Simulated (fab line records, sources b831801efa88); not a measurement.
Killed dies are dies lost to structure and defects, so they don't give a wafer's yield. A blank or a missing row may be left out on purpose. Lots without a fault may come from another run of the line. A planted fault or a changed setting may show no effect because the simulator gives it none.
Chamber matching | flow gf180mcu | GF_V5_CMP_04 on cmp-02: 4 sister chambers
The step polishes SiO2. 8 wafers are shown with their chamber, then 7 later ones without.

WAFERS WITH THEIR CHAMBER
wafer  | chamber | motor_current_A (A)
L580.3 | 3       | 10.1
L584.3 | 2       | 10.0
L591.6 | 3       | 10.3
L592.1 | 1       | 11.5
L592.2 | 2       | 10.6
L592.3 | 0       | 11.6
L593.3 | 1       | 10.7
L593.4 | 0       | 11.2

WAFERS WITHOUT THEIR CHAMBER
wafer  | motor_current_A (A)
L593.6 | 10.5
L594.1 | 11.0
L594.3 | 9.3
L594.4 | 11.7
L598.2 | 11.8
L598.3 | 9.4
L598.5 | 11.4

WHICH CHAMBER EACH WENT THROUGH
wafer  | from the rows above               | in truth
L593.6 | can't be placed: 2 or 3 or 1 or 0 | 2
L594.1 | can't be placed: 1 or 0 or 2 or 3 | 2
L594.3 | can't be placed: 3 or 2           | 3
L594.4 | can't be placed: 0 or 1           | 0
L598.2 | can't be placed: 0 or 1           | 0
L598.3 | can't be placed: 3 or 2           | 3
L598.5 | can't be placed: 0 or 1           | 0
Placed correctly: 0 of 7. Can't be placed from these rows: 7 (the true chamber is among the candidates in 7). Placed wrongly: 0.
How it was worked out, from the rows above alone: a wafer's distance from a chamber is the root of the sum, over the readings, of the square of ((its reading less the chamber's mean) divided by the reading's scatter). The wafer belongs to the nearest chamber; if the next one is less than 2 further off, it can't be placed. A chamber's mean is the mean of its shown wafers. The scatter: the root of (the sum of the squares of (reading less its chamber's mean) over the shown wafers, divided by (wafers less chambers)).
